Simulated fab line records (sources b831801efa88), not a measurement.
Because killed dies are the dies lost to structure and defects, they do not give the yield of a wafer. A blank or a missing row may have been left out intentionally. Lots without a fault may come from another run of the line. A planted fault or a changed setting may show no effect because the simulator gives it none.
fab line records	flow sky130
[record] lots = 6	wafers = 17	last-day = 49
route steps=708 shown VIA3@579 METAL4@598 CAP2M@603 PAD_OPEN@708
lots with no fault: from the same line, run without faults
start-h: start of the lot's first displayed wafer, in hours after the record's first day	wait-h: hours from the lot's prior step to this one	" as in the row above	L1.1+2: a single row standing in for several wafers	- value missing, or start not given	* or withheld: withheld	< > ~ a bound
route shown NAME@n: a module of which the file shows steps, and the number in the route of the first	usual: the fault-free wafers' mean and standard deviation	same: alike in all rows	chamber/n: place in a boat	sites: the reading at each site	_std_site: the values' standard deviation	_edge_site: inner sites' mean taken away from outer sites' mean	radius-mm: how far each site lies from the wafer's centre	mask NAME#n: copy n	behind: tool/chamber where the wafer was last shaped	hold: why the lot went on hold/how many hours it stayed there/how the hold came to an end	device: the n, p or np transistor that did not switch	end of line: the same wafers' tests at the end of the route	a step with no rows: only its recipe	killed: at the first sort, the dies lost to defects and structure; wafer yield is something else	map: the dies of a wafer, with x for killed, . for not killed, _ for no die there
set.NAME: the setting that was run; set.NAME@STEP: the one run at that earlier step	model.NAME: the simulator's own value behind a step, which no gauge read
a table for each step, a row for each wafer; lots at some steps of the route
services: a tool's chamber out of use, with start hour (start-h, from the record's first day; less than 0 if before it), hours out, and reason
[[steps]]
[step SKY_VIA3_COAT_06]
[recipe] resist = BARC	temp-c = withheld	time-s = withheld	spin-rpm = 3000	resist-thk-nm = 60
[step SKY_VIA3_COAT_07]
[recipe] resist = KrF-thick	spin-rpm = 3000	resist-thk-nm = 450
[step SKY_VIA3_SOFTBAKE_08]
[recipe] temp-c = 100	time-s = 90	resist = KrF-thick
[step SKY_VIA3_EXPOSE_09]
[recipe] mask-id = VIM3	na = 0.8	source-shape = annular	sigma-inner = 0.55	sigma-outer = 0.85	target-cd-nm = 200	dose-mj = 38
[step SKY_VIA3_PEB_10]
[recipe] peb-temp-c = withheld	peb-time-s = withheld	resist = KrF-thick
[step SKY_VIA3_DEVELOP_11]
[recipe] develop-time-s = 60	resist = KrF-thick	dev-temp-c = 21
[step SKY_VIA3_CD_MEAS_12]
[recipe] target-cd-nm = 200
[usual] cd-nm = 199.9/1.5
lot.wafer	tool	chamber	start-h	wait-h	cd-nm
L844.1	cd-sem-01	-	957.89	-	200.4
L844.4	"	-	"	"	199.9
L844.6	"	-	"	"	199.3
L849.1	cd-sem-01	-	980.69	-	200.1
L849.5	"	-	"	"	199.8
L849.6	"	-	"	"	198.4
L850.3	cd-sem-01	-	985.78	-	197.4
L850.6	"	-	"	"	196.4
L856.2	cd-sem-01	-	1017.01	-	200.9
L856.4	"	-	"	"	199.7
L856.5	"	-	"	"	200.5
L861.2	cd-sem-01	-	1059.67	-	201.4
L861.3	"	-	"	"	200.8
L861.5	"	-	"	"	200.7
L862.3	cd-sem-01	-	1063.68	-	199.4
L862.4	"	-	"	"	198.3
L862.5	"	-	"	"	198.3
[step SKY_VIA3_OVL_MEAS_13]
[usual] VIA3_OVL = -4/4.9
lot.wafer	tool	chamber	start-h	wait-h	VIA3_OVL[nm]
L844.1	overlay-01	-	958.01	0.1	-11
L844.4	"	-	"	"	-5
L844.6	"	-	"	"	-5
L849.1	overlay-02	-	980.81	0.1	-13
L849.5	"	-	"	"	-2
L849.6	"	-	"	"	-5
L850.3	overlay-01	-	985.88	0.1	2
L850.6	"	-	"	"	2
L856.2	overlay-01	-	1017.12	0.1	-7
L856.4	"	-	"	"	-7
L856.5	"	-	"	"	0
L861.2	overlay-02	-	1059.78	0.1	-2
L861.3	"	-	"	"	-4
L861.5	"	-	"	"	-5
L862.3	overlay-01	-	1063.78	0.1	-7
L862.4	"	-	"	"	1
L862.5	"	-	"	"	-4
[step SKY_VIA3_ETCH_14]
[recipe] chemistry = N2/H2	target = BARC	ion-energy-ev = 200	source-w = 500	bias-w = 100	pressure-mtorr = 30	n2-flow-sccm = 100	h2-flow-sccm = 200	stop-on = SiO2	time-s = 45.9	target-depth-a = 600
[step SKY_VIA3_ETCH_15]
[recipe] target = SiO2	chemistry = C4F8/O2/Ar	target-depth-nm = 507	stop-on = TiN	mask-material = KrF-thick	source-w = 1500	bias-w = 1200	pressure-mtorr = 40	c4f8-flow-sccm = withheld	O2_flow_sccm = 6	Ar_flow_sccm = 300	time-s = 78
[usual] bias-w = 1200/3.7	oes-product-au = 0.946/0.0049
lot.wafer	tool	chamber	start-h	wait-h	bias-w	oes-product-au	rf-hours-counter-h
L844.1	rie-diel-03	3	958.09	0.0	1202	0.937	8
L844.4	"	1	"	"	1195	0.944	7
L844.6	"	0	"	"	1199	0.946	-
L849.1	rie-diel-04	0	980.89	0.0	1196	0.956	19
L849.5	"	3	"	"	1202	0.953	-
L849.6	"	0	"	"	1199	0.938	-
L850.3	rie-diel-03	2	985.94	0.0	1212	0.946	15
L850.6	"	1	"	"	1207	0.955	-
L856.2	rie-diel-03	3	1017.19	0.0	1200	0.950	11
L856.4	"	0	"	"	1199	0.946	17
L856.5	"	3	"	"	1199	0.943	-
L861.2	rie-diel-04	3	1059.85	0.0	1197	0.946	15
L861.3	"	0	"	"	1197	0.946	23
L861.5	"	2	"	"	1202	0.948	-
L862.3	rie-diel-01	3	1063.84	0.0	1196	0.944	22
L862.4	"	1	"	"	1201	0.951	22
L862.5	"	1	"	"	1201	0.945	-
[step SKY_VIA3_STRIP_16]
[recipe] chemistry = O2/N2	power-w = 1400	pressure-mtorr = 1500	platen-temp-c = withheld	o2-flow-sccm = 3000	n2-flow-sccm = 300	overash-fraction = 0.5
[step SKY_VIA3_STRIP_17]
[recipe] chemistry = post-etch-residue-remover	time-s = 1200	temp-c = 72.5
[step SKY_VIA3_CLEAN_18]
[recipe] chemistry = IPA	time-s = 180	temp-c = 25
lot.wafer	tool	chamber	start-h	wait-h
L844.1+4+6	wet-bench-02	0	958.59	0.0
L849.1+5+6	wet-bench-02	0	981.39	0.0
L850.3+6	wet-bench-02	2	986.44	0.0
L856.2+4+5	wet-bench-04	3	1017.72	0.0
L861.2+3+5	wet-bench-04	0	1063.25	0.0
L862.3+4+5	wet-bench-01	3	1064.34	0.0
[step SKY_VIA3_CLEAN_19]
[recipe] chemistry = O3/DIW	dry = n2-spin
[step SKY_VIA3_SPUTTER_20]
[recipe] material = TiN	target-thk-nm = 20	chamber-pressure-pa = 5	power-w = 4000	time-s = 80
[usual] throttle-valve-pct = 30.1/0.76
lot.wafer	tool	chamber	start-h	wait-h	throttle-valve-pct
L844.1	pvd-sputter-01	-	958.74	0.0	30.7
L844.4	"	-	"	"	30.1
L844.6	"	-	"	"	30.4
L849.1	pvd-sputter-02	-	981.55	0.0	30.7
L849.5	"	-	"	"	30.4
L849.6	"	-	"	"	29.0
L850.3	pvd-sputter-01	-	986.59	0.0	30.2
L850.6	"	-	"	"	30.8
L856.2	pvd-sputter-03	-	1017.87	0.0	29.2
L856.4	"	-	"	"	30.1
L856.5	"	-	"	"	28.8
L861.2	pvd-sputter-02	-	1063.40	0.0	30.4
L861.3	"	-	"	"	28.9
L861.5	"	-	"	"	30.2
L862.3	pvd-sputter-03	-	1064.49	0.0	28.9
L862.4	"	-	"	"	30.4
L862.5	"	-	"	"	28.7
[step SKY_VIA3_CVD_21]
[recipe] material = W	target-thk-nm = 390	time-s = 117.31	temp-c = 400	pressure-torr = 40
[usual] chamber-pressure-Torr = 39.99/0.083	heater-power-w = 856/50
lot.wafer	tool	chamber	start-h	wait-h	chamber-pressure-Torr	heater-power-w	since-wet-clean-h
L844.1	cvd-w-02	0	958.80	0.0	40.03	850	41
L844.4	"	0	"	"	40.15	863	-
L844.6	"	1	"	"	40.12	775	-
L849.1	cvd-w-01	1	981.61	0.0	39.99	928	576
L849.5	"	0	"	"	40.02	888	-
L849.6	"	1	"	"	40.10	908	-
L850.3	cvd-w-01	1	986.70	0.1	40.03	916	-
L850.6	"	0	"	"	40.06	896	-
L856.2	cvd-w-02	0	1017.94	0.0	40.08	874	100
L856.4	"	0	"	"	39.92	875	-
L856.5	"	0	"	"	39.99	845	-
L861.2	cvd-w-02	0	1063.46	0.0	40.01	864	145
L861.3	"	0	"	"	40.02	881	-
L861.5	"	0	"	"	40.13	879	-
L862.3	cvd-w-02	0	1064.60	0.1	39.99	849	-
L862.4	"	1	"	"	39.87	792	-
L862.5	"	1	"	"	40.00	792	-
[step SKY_VIA3_RS_MEAS_22]
[recipe] thk-meas-gauge = four-point-probe	reads = W_of_VIA3_CVD_21+TiN_of_VIA3_SPUTTER_20
[usual] VIA3_W_RS = 0.294/0.0033
lot.wafer	tool	chamber	start-h	wait-h	VIA3_W_RS[ohm/sq]
L844.1	film-metro-01	-	958.93	0.1	0.293
L844.4	"	-	"	"	0.292
L844.6	"	-	"	"	0.293
L849.1	film-metro-03	-	981.74	0.1	0.291
L849.5	"	-	"	"	0.297
L849.6	"	-	"	"	0.293
L850.3	film-metro-04	-	986.82	0.1	0.294
L850.6	"	-	"	"	0.301
L856.2	film-metro-01	-	1018.08	0.1	0.294
L856.4	"	-	"	"	0.296
L856.5	"	-	"	"	0.290
L861.2	film-metro-03	-	1063.61	0.1	0.296
L861.3	"	-	"	"	0.299
L861.5	"	-	"	"	0.296
L862.3	film-metro-03	-	1064.72	0.1	0.292
L862.4	"	-	"	"	0.293
L862.5	"	-	"	"	0.292
[step SKY_VIA3_THK_MEAS_23]
[recipe] thk-meas-gauge = xrf	reads = W_of_VIA3_CVD_21
[usual] VIA3_W_THK = 408/5.9
lot.wafer	tool	chamber	start-h	wait-h	VIA3_W_THK[nm]
L844.1	film-metro-01	-	959.05	0.1	396
L844.4	"	-	"	"	402
L844.6	"	-	"	"	401
L849.1	film-metro-03	-	981.86	0.1	409
L849.5	"	-	"	"	403
L849.6	"	-	"	"	407
L850.3	film-metro-04	-	986.92	0.1	406
L850.6	"	-	"	"	396
L856.2	film-metro-01	-	1018.19	0.1	409
L856.4	"	-	"	"	406
L856.5	"	-	"	"	414
L861.2	film-metro-03	-	1063.72	0.1	411
L861.3	"	-	"	"	405
L861.5	"	-	"	"	408
L862.3	film-metro-03	-	1064.82	0.1	415
L862.4	"	-	"	"	412
L862.5	"	-	"	"	416
[step SKY_VIA3_CMP_24]
[recipe] stop-on = SiO2	t-overpolish-s = 20	down-force-psi = 3.5	platen-rpm = 60	target-thk-nm = 0	pad-velocity-m-s = 0.94248
[step SKY_METAL4_SPUTTER_00]
[recipe] material = Ti	target-thk-nm = 15	power-w = 3000	time-s = 10	chamber-pressure-pa = 0.4
[step SKY_METAL4_SPUTTER_01]
[recipe] material = TiN	target-thk-nm = 20	power-w = 6500	time-s = 16.7	chamber-pressure-pa = 0.4
[step SKY_METAL4_SPUTTER_02]
[recipe] material = AlCu	target-thk-nm = 735	power-w = 10600	time-s = 39.1	chamber-pressure-pa = 0.4
[step SKY_METAL4_SPUTTER_03]
[recipe] material = Ti	target-thk-nm = 5	power-w = 3000	time-s = 3.3	chamber-pressure-pa = 0.4
[step SKY_METAL4_SPUTTER_04]
[recipe] material = TiN	target-thk-nm = 70	power-w = 6500	time-s = 58.3	chamber-pressure-pa = 0.4
[usual] throttle-valve-pct = 30.0/1
lot.wafer	tool	chamber	start-h	wait-h	throttle-valve-pct
L844.1	pvd-sputter-04	-	959.51	0.0	31.0
L844.4	"	-	"	"	27.9
L844.6	"	-	"	"	27.7
L849.1	pvd-sputter-01	-	982.39	0.0	30.4
L849.5	"	-	"	"	30.5
L849.6	"	-	"	"	30.5
L850.3	pvd-sputter-03	-	987.36	0.0	30.3
L850.6	"	-	"	"	28.7
L856.2	pvd-sputter-01	-	1018.64	0.0	30.6
L856.4	"	-	"	"	30.3
L856.5	"	-	"	"	30.3
L861.2	pvd-sputter-01	-	1064.30	0.0	30.3
L861.3	"	-	"	"	30.3
L861.5	"	-	"	"	30.6
L862.3	pvd-sputter-01	-	1065.31	0.0	30.4
L862.4	"	-	"	"	30.6
L862.5	"	-	"	"	30.9
[step SKY_CAP2M_CVD_00]
[recipe] material = SiO2	target-thk-nm = 15.5	temp-c = 400	time-s = withheld	rf-w = 450
[step SKY_CAP2M_THK_MEAS_01]
[recipe] reads = SiO2_of_CAP2M_CVD_00
[usual] CAP2M_CVD_00_THK = 15.49/0.19
lot.wafer	tool	chamber	start-h	wait-h	CAP2M_CVD_00_THK[nm]
L844.1	film-metro-02	-	959.59	-	15.37
L844.4	"	-	"	"	16.09
L844.6	"	-	"	"	15.62
L849.1	film-metro-01	-	982.48	-	15.20
L849.5	"	-	"	"	15.36
L849.6	"	-	"	"	15.75
L850.3	film-metro-02	-	987.45	-	15.49
L850.6	"	-	"	"	15.75
L856.2	film-metro-03	-	1018.72	-	15.02
L856.4	"	-	"	"	15.36
L856.5	"	-	"	"	15.71
L861.2	film-metro-02	-	1064.38	-	15.26
L861.3	"	-	"	"	15.26
L861.5	"	-	"	"	15.45
L862.3	film-metro-02	-	1065.40	-	15.69
L862.4	"	-	"	"	15.68
L862.5	"	-	"	"	15.69
[step SKY_CAP2M_SPUTTER_02]
[recipe] material = TiN	target-thk-nm = 200	temp-c = 300	power-w = 6500	time-s = 166.7	chamber-pressure-pa = 0.4
[usual] throttle-valve-pct = 30.0/0.89
lot.wafer	tool	chamber	start-h	wait-h	throttle-valve-pct
L844.1	pvd-sputter-02	-	959.65	0.1	29.1
L844.4	"	-	"	"	30.4
L844.6	"	-	"	"	30.7
L849.1	pvd-sputter-04	-	982.54	0.1	29.0
L849.5	"	-	"	"	29.4
L849.6	"	-	"	"	30.8
L850.3	pvd-sputter-04	-	987.49	0.0	31.0
L850.6	"	-	"	"	28.1
L856.2	pvd-sputter-02	-	1018.77	0.0	30.8
L856.4	"	-	"	"	30.6
L856.5	"	-	"	"	30.4
L861.2	pvd-sputter-02	-	1064.43	0.0	30.2
L861.3	"	-	"	"	28.9
L861.5	"	-	"	"	30.3
L862.3	pvd-sputter-03	-	1065.44	0.0	29.6
L862.4	"	-	"	"	29.0
L862.5	"	-	"	"	29.6
[step SKY_CAP2M_RS_MEAS_03]
[recipe] thk-meas-gauge = four-point-probe	reads = TiN_of_CAP2M_SPUTTER_02
[usual] CAP2M_TIN_RS = 6.89/0.064
lot.wafer	tool	chamber	start-h	wait-h	CAP2M_TIN_RS[ohm/sq]
L844.1	film-metro-03	-	959.76	0.1	6.82
L844.4	"	-	"	"	6.84
L844.6	"	-	"	"	6.79
L849.1	film-metro-03	-	982.65	0.1	6.94
L849.5	"	-	"	"	6.93
L849.6	"	-	"	"	6.94
L850.3	film-metro-01	-	987.64	0.1	6.88
L850.6	"	-	"	"	6.81
L856.2	film-metro-01	-	1018.90	0.1	6.87
L856.4	"	-	"	"	6.84
L856.5	"	-	"	"	6.88
L861.2	film-metro-01	-	1064.56	0.1	6.94
L861.3	"	-	"	"	6.98
L861.5	"	-	"	"	6.91
L862.3	film-metro-03	-	1065.59	0.1	6.85
L862.4	"	-	"	"	6.89
L862.5	"	-	"	"	6.88
[step SKY_CAP2M_THK_MEAS_04]
[recipe] thk-meas-gauge = xrf	reads = TiN_of_CAP2M_SPUTTER_02
[usual] CAP2M_TIN_THK = 201.0/2.2
lot.wafer	tool	chamber	start-h	wait-h	CAP2M_TIN_THK[nm]
L844.1	film-metro-03	-	959.88	0.1	203.9
L844.4	"	-	"	"	203.5
L844.6	"	-	"	"	204.6
L849.1	film-metro-03	-	982.77	0.1	199.2
L849.5	"	-	"	"	200.0
L849.6	"	-	"	"	198.4
L850.3	film-metro-01	-	987.74	0.1	202.0
L850.6	"	-	"	"	204.1
L856.2	film-metro-01	-	1019.01	0.1	202.5
L856.4	"	-	"	"	203.5
L856.5	"	-	"	"	202.2
L861.2	film-metro-01	-	1064.67	0.1	200.3
L861.3	"	-	"	"	199.8
L861.5	"	-	"	"	201.4
L862.3	film-metro-03	-	1065.69	0.1	203.7
L862.4	"	-	"	"	202.1
L862.5	"	-	"	"	202.6
[step SKY_CAP2M_DEHYDRATE_05]
[recipe] temp-c = 200	time-s = 60
[step SKY_CAP2M_HMDS_06]
[recipe] prime-time-s = 60	prime-temp-c = 120
[step SKY_CAP2M_COAT_07]
[recipe] resist = NOVOLAK	spin-rpm = 3000	resist-thk-nm = 1140
[step SKY_CAP2M_SOFTBAKE_08]
[recipe] temp-c = 90	time-s = 60	resist = NOVOLAK
[step SKY_CAP2M_EXPOSE_09]
[recipe] mask-id = CAP2M	na = 0.6	source-shape = conventional	sigma-outer = 0.6	polarization = unpolarized	target-cd-nm = 1000	dose-mj = 159
[step SKY_CAP2M_PEB_10]
[recipe] temp-c = withheld	time-s = *	resist = NOVOLAK
[step SKY_CAP2M_DEVELOP_11]
[recipe] resist = NOVOLAK	developer = TMAH	develop-time-s = 60	dev-temp-c = 23
[step SKY_CAP2M_OVL_MEAS_12]
[usual] CAP2M_OVL = -1.4/1.4
lot.wafer	tool	chamber	start-h	wait-h	CAP2M_OVL[nm]
L844.1	overlay-01	-	982.90	0.1	0.2
L844.4	"	-	"	"	-1.0
L844.6	"	-	"	"	0.2
L849.1	overlay-02	-	1005.85	0.1	-3.5
L849.5	"	-	"	"	-3.7
L849.6	"	-	"	"	-1.5
L850.3	overlay-01	-	1010.67	0.1	0.1
L850.6	"	-	"	"	-1.2
L856.2	overlay-02	-	1041.16	0.1	-1.2
L856.4	"	-	"	"	-0.9
L856.5	"	-	"	"	-1.4
L861.2	overlay-02	-	1085.70	0.1	-2.4
L861.3	"	-	"	"	-1.9
L861.5	"	-	"	"	-1.8
L862.3	overlay-01	-	1086.66	0.1	0.0
L862.4	"	-	"	"	-1.1
L862.5	"	-	"	"	-0.1
[step SKY_CAP2M_METAL_ETCH_13]
[recipe] target-depth-nm = 220	stop-on = SiO2	chemistry = Cl2/BCl3	target = TiN	pressure-mtorr = 10	icp-w = 900	bias-w = 48.5	Cl2_flow_sccm = 60	bcl3-flow-sccm = 30	time-s = 62.9
[step SKY_CAP2M_STRIP_14]
[recipe] chemistry = O2/N2	power-w = 1400	pressure-mtorr = 1500	platen-temp-c = withheld	o2-flow-sccm = 3000	n2-flow-sccm = 300	overash-fraction = 0.5
[step SKY_CAP2M_STRIP_15]
[recipe] chemistry = post-etch-residue-remover	time-s = 1200	temp-c = 72.5
[step SKY_CAP2M_CLEAN_16]
[recipe] chemistry = IPA	time-s = 180	temp-c = 25
[step SKY_CAP2M_CLEAN_17]
[recipe] chemistry = O3/DIW	dry = n2-spin
[step SKY_PAD_OPEN_PROBE_99]
[usual] defect-limited-yield = 82.4/2	killed_at_M0_to_M3 = 44/7.4	killed_at_M4_up = 3.0/1.6	killed-at-contacts = 24/5	killed-at-front-end = 15/4.6	killed-at-other = 0.4/0.65	killed-dies = 86/9.6	killed-open = 48/7.4	killed-short = 38/6.9	sort_bin_3_pad_short = 0.9/0.43	sort_bin_5_function = 10.4/1.3	sort_bin_6_memory = 6.3/1.2	sort-n-pass = 406/9.6	sort-yield-pct = 82.4/2
[same] gross-dies = 492	killed-at-back-side = 0	sort_bin_4_leakage[%] = 0	sort_bin_8_speed[%] = 0
lot.wafer	tool	chamber	start-h	wait-h	defect-limited-yield[%]	killed_at_M0_to_M3	killed_at_M4_up	killed-at-contacts	killed-at-front-end	killed-at-other	killed-dies	killed-open	killed-short	sort_bin_3_pad_short[%]	sort_bin_5_function[%]	sort_bin_6_memory[%]	sort-n-pass	sort-yield-pct[%]	model.etest.tester.sort-n-pass	model.etest.tester.sort-yield-pct	model.etest.tester.sort_bin_5_pct	model.etest.tester.sort_bin_3_pct
L844.1	prober-02	-	1098.81	0.1	83.3	40	2	21	16	3	82	50	29	0.4	10.2	6.1	410	83.3	410	83.33	10.16	0.4065
L844.4	prober-02	-	1098.96	0.2	81.3	46	4	11	29	2	92	52	38	1.2	11.4	6.1	400	81.3	400	81.3	11.38	1.22
L844.6	prober-02	-	1099.06	0.2	81.1	49	3	26	14	1	93	48	44	1.2	12.4	5.3	399	81.1	399	81.1	12.4	1.22
L849.1	prober-02	-	1118.91	0.1	70.3	101	3	21	21	0	146	50	41	3.9	17.1	8.7	346	70.3	346	70.33	17.07	3.862
L849.5	prober-02	-	1119.11	0.2	74.0	92	2	18	15	1	128	44	34	2.6	15.4	7.9	364	74.0	364	73.98	15.45	2.642
L849.6	prober-02	-	1119.16	0.2	72.6	102	1	21	10	1	135	45	34	3.3	17.5	6.7	357	72.6	357	72.56	17.48	3.252
L850.3	prober-01	-	1123.87	0.2	72.0	83	3	28	22	2	138	55	49	2.0	16.9	9.1	354	72.0	354	71.95	16.87	2.033
L850.6	prober-01	-	1124.02	0.2	77.8	64	3	23	18	1	109	43	33	2.0	14.2	5.9	383	77.8	383	77.85	14.23	2.033
L856.2	prober-01	-	1151.16	0.1	80.1	51	1	24	22	0	98	56	42	0.4	12.4	7.1	394	80.1	394	80.08	12.4	0.4065
L856.4	prober-01	-	1151.26	0.2	81.1	46	2	27	18	0	93	49	44	1.0	13.0	4.9	399	81.1	399	81.1	13.01	1.016
L856.5	prober-01	-	1151.31	0.2	80.1	43	5	24	25	1	98	51	46	1.6	9.1	9.1	394	80.1	394	80.08	9.146	1.626
L861.2	prober-02	-	1186.65	0.1	84.8	33	1	23	18	0	75	38	37	0.8	9.3	5.1	417	84.8	417	84.76	9.35	0.813
L861.3	prober-02	-	1186.70	0.2	85.0	36	2	23	10	3	74	38	34	0.8	8.9	5.3	418	85.0	418	84.96	8.943	0.813
L861.5	prober-02	-	1186.80	0.2	83.5	43	4	22	12	0	81	36	45	0.8	9.6	6.1	411	83.5	411	83.54	9.553	0.813
L862.3	prober-01	-	1187.36	0.2	80.9	51	5	25	12	1	94	54	40	0.6	12.4	6.1	398	80.9	398	80.89	12.4	0.6098
L862.4	prober-01	-	1187.41	0.2	83.9	47	5	19	8	0	79	47	32	0.4	10.2	5.5	413	83.9	413	83.94	10.16	0.4065
L862.5	prober-01	-	1187.46	0.2	81.7	39	1	31	19	0	90	59	31	0.2	10.2	7.9	402	81.7	402	81.71	10.16	0.2033
// killed by level:class
L844.1 VIA1:geometric-particle:open=13 CONTACT:geometric-particle:open=8 VIA3:geometric-particle:open=6 CONTACT:geometric-particle:short=5 VIA2:geometric-particle:open=5 FIELD_ISO:geometric-particle:open=4 POLY_GATE:geometric-particle:short=4 LI_CONTACT:geometric-particle:open=4
L844.4 VIA1:geometric-particle:open=17 VIA3:geometric-particle:open=11 FIELD_ISO:geometric-particle:open=9 FIELD_ISO:geometric-particle:short=8 POLY_GATE:geometric-particle:short=5 METAL2:geometric-particle:short=5 LI_CONTACT:geometric-particle:open=4 VIA1:geometric-particle:short=4
L844.6 VIA1:geometric-particle:open=14 CONTACT:geometric-particle:open=8 METAL1:geometric-particle:short=8 VIA2:geometric-particle:open=7 LI_CONTACT:geometric-particle:open=6 CONTACT:geometric-particle:short=5 VIA3:geometric-particle:open=5 LI_CONTACT:geometric-particle:short=4
L849.1 VIA3:unspecified=55 VIA1:geometric-particle:open=9 VIA3:geometric-particle:open=7 POLY_GATE:geometric-particle:open=7 LI_CONTACT:geometric-particle:open=7 VIA2:geometric-particle:open=7 CONTACT:geometric-particle:open=6 METAL1:geometric-particle:short=5
L849.5 VIA3:unspecified=48 VIA1:geometric-particle:open=14 VIA2:geometric-particle:open=7 VIA2:geometric-particle:short=5 CONTACT:geometric-particle:open=5 FIELD_ISO:geometric-particle:short=4 LI_CONTACT:geometric-particle:short=4 LI_CONTACT:geometric-particle:open=4
L849.6 VIA3:unspecified=55 VIA1:geometric-particle:open=15 VIA2:geometric-particle:open=8 CONTACT:geometric-particle:open=7 LI_CONTACT:geometric-particle:open=6 METAL1:geometric-particle:short=5 VIA1:geometric-particle:short=5 CONTACT:geometric-particle:short=4
L850.3 VIA3:unspecified=33 VIA1:geometric-particle:open=14 FIELD_ISO:geometric-particle:open=9 LI_CONTACT:geometric-particle:open=9 VIA1:geometric-particle:short=8 LOCAL_INTERCONNECT:geometric-particle:short=6 CONTACT:geometric-particle:short=6 CONTACT:geometric-particle:open=6
L850.6 VIA3:unspecified=33 CONTACT:geometric-particle:open=7 FIELD_ISO:geometric-particle:open=6 VIA1:geometric-particle:open=6 FIELD_ISO:geometric-particle:short=5 LI_CONTACT:geometric-particle:open=5 VIA3:geometric-particle:open=5 LI_CONTACT:geometric-particle:short=4
L856.2 VIA1:geometric-particle:open=17 FIELD_ISO:geometric-particle:open=8 LI_CONTACT:geometric-particle:open=7 CONTACT:geometric-particle:open=6 VIA1:geometric-particle:short=6 VIA2:geometric-particle:open=6 LOCAL_INTERCONNECT:geometric-particle:short=5 VIA3:geometric-particle:open=5
L856.4 VIA3:geometric-particle:open=11 VIA1:geometric-particle:open=11 CONTACT:geometric-particle:short=8 VIA2:geometric-particle:open=7 CONTACT:geometric-particle:open=6 FIELD_ISO:geometric-particle:short=5 POLY_GATE:geometric-particle:open=5 LI_CONTACT:geometric-particle:open=5
L856.5 VIA1:geometric-particle:open=12 FIELD_ISO:geometric-particle:short=8 VIA3:geometric-particle:open=8 LI_CONTACT:geometric-particle:open=8 CONTACT:geometric-particle:open=8 FIELD_ISO:geometric-particle:open=6 POLY_GATE:geometric-particle:open=4 LOCAL_INTERCONNECT:geometric-particle:short=4
L861.2 POLY_GATE:geometric-particle:open=6 METAL1:geometric-particle:short=6 LI_CONTACT:geometric-particle:short=5 VIA2:geometric-particle:open=5 LOCAL_INTERCONNECT:geometric-particle:short=5 CONTACT:geometric-particle:open=5 FIELD_ISO:geometric-particle:short=4 VIA3:geometric-particle:open=4
L861.3 VIA2:geometric-particle:open=9 LI_CONTACT:geometric-particle:open=8 VIA1:geometric-particle:open=6 CONTACT:geometric-particle:short=5 CONTACT:geometric-particle:open=5 VIA3:geometric-particle:short=4 FIELD_ISO:geometric-particle:short=3 LI_CONTACT:geometric-particle:short=3
L861.5 METAL1:geometric-particle:short=9 CONTACT:geometric-particle:short=7 POLY_GATE:geometric-particle:open=6 VIA1:geometric-particle:open=6 VIA1:geometric-particle:short=5 LOCAL_INTERCONNECT:geometric-particle:short=4 CONTACT:geometric-particle:open=4 METAL2:geometric-particle:short=4
L862.3 VIA1:geometric-particle:open=14 VIA3:geometric-particle:open=12 CONTACT:geometric-particle:open=8 VIA1:geometric-particle:short=7 CONTACT:geometric-particle:short=6 LI_CONTACT:geometric-particle:open=6 METAL2:geometric-particle:short=5 VIA2:geometric-particle:open=5
L862.4 VIA1:geometric-particle:open=14 METAL2:geometric-particle:short=10 CONTACT:geometric-particle:open=10 VIA3:geometric-particle:open=7 METAL1:geometric-particle:short=5 VIA2:geometric-particle:open=4 LI_CONTACT:geometric-particle:open=4 VIA2:geometric-particle:short=4
L862.5 CONTACT:geometric-particle:open=18 VIA1:geometric-particle:open=9 VIA3:geometric-particle:open=9 FIELD_ISO:geometric-particle:open=6 VIA2:geometric-particle:open=6 POLY_GATE:geometric-particle:short=4 VIA2:geometric-particle:short=4 VIA1:geometric-particle:short=3
// map L849.1 (x killed, . not)
__________x.x.....x._________
________x...x...x....._______
______xx.............x.._____
_____.....x...x.....x.x..____
____x.x....xx.........xxx.___
___.....xxx..x......x......__
__....x...........x........._
_.x..xx...x.x.x...x...x......
_...x..xxxxxxx..........x.x..
_...x.xxxxxxxx..xxx......x...
_...x.xxxxxxxxx......x.......
_...xxxxxxxxxx.x..x..x.....x.
_..x.xxxxxxxxx...............
_...x..xxxxxxx...x...........
_.....xxx.xxxx............x.x
__.xx....xxxx.x...xx.......x_
___.........x.....xx.......__
____.x..x.x...x..........x___
_____...x..x.x.x..x......____
______..x..x.x..x.....xx_____
________....x.....x..x_______
__________....xx.x.._________
// map L850.3 (x killed, . not)
__________x.x..x...x_________
________xx.x..x......._______
______xxxxxx.x.........._____
_____xxxxxxxx....x...x..x____
____xxxxx.x...x...x....x.x___
___xxxxxx.x............x...__
__x.x..xxxx......x..x....x.._
_x.....x............x....x...
_.x.x..........x..x.x....xx..
_.x....xx.x..x.............x.
_........x.x.x.....xxx......x
_.x..x..x.xx..x...xx.........
_.........x......x........x..
_x..x.x.............xx...x...
_...x...x...xx.............xx
__.x.xx......x.......x.xx..x_
___..xx..x.....x...x..x.x..__
____x..xx.x.x...x....x....___
_____.x.x.xx...x......x..____
______.x.....x....x.xxx._____
________......x.....xx_______
__________......x..._________
[[services]]
tool	chamber	start-h	hours	kind
pvd-sputter-02	0	941.21	-	consumable-replace:kit
pvd-sputter-02	0	941.21	18.0	scheduled-down
pvd-sputter-02	0	941.21	18.0	vent-cycle
rie-diel-04	-	957.40	1.7	repair
pvd-sputter-03	3	961.49	-	consumable-replace:kit
pvd-sputter-03	3	961.49	18.0	scheduled-down
pvd-sputter-03	3	961.49	18.0	vent-cycle
cvd-w-02	-	968.50	2.8	pm
rie-diel-04	2	971.71	29.8	repair
rie-diel-03	0	978.28	4.3	repair
rie-diel-01	0	980.65	8.1	repair
rie-diel-04	3	982.00	45.3	repair
pvd-sputter-02	-	983.41	1.5	repair
rie-diel-01	3	983.46	3.2	repair
rie-diel-04	1	985.02	5.1	repair
pvd-sputter-02	-	995.85	1.8	repair
rie-diel-01	1	1029.55	3.8	repair
pvd-sputter-04	-	1039.84	1.3	repair
rie-diel-04	-	1052.72	0.8	repair
[[key]]
[first-sign] step = SKY_PAD_OPEN_PROBE_99	reading = killed_at_M0_to_M3	direction = up	sigmas = 6	usual = 44	struck = 88
[effect] step = SKY_PAD_OPEN_PROBE_99	reading = defect-limited-yield	direction = down	sigmas = 4.6	usual = 82.4	struck = 73.3
[model-effect] step = SKY_PAD_OPEN_PROBE_99	value = etest.tester.sort-n-pass	without = 398.6	struck = 360.8
met-at SKY_VIA3_CLEAN_18
struck-wafers L849.1,L849.5,L849.6,L850.3,L850.6
onset-between 958.59 981.39
also-fits SKY_VIA3_CVD_21:cvd-w-01,SKY_CAP2M_SPUTTER_02:pvd-sputter-04
[fault] kind = chamber-particle-source	tool = wet-bench-02	chamber = -	onset-h = 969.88	steps = SKY_VIA3_CLEAN_18	rate-per-visit-cm2 = 0.71908
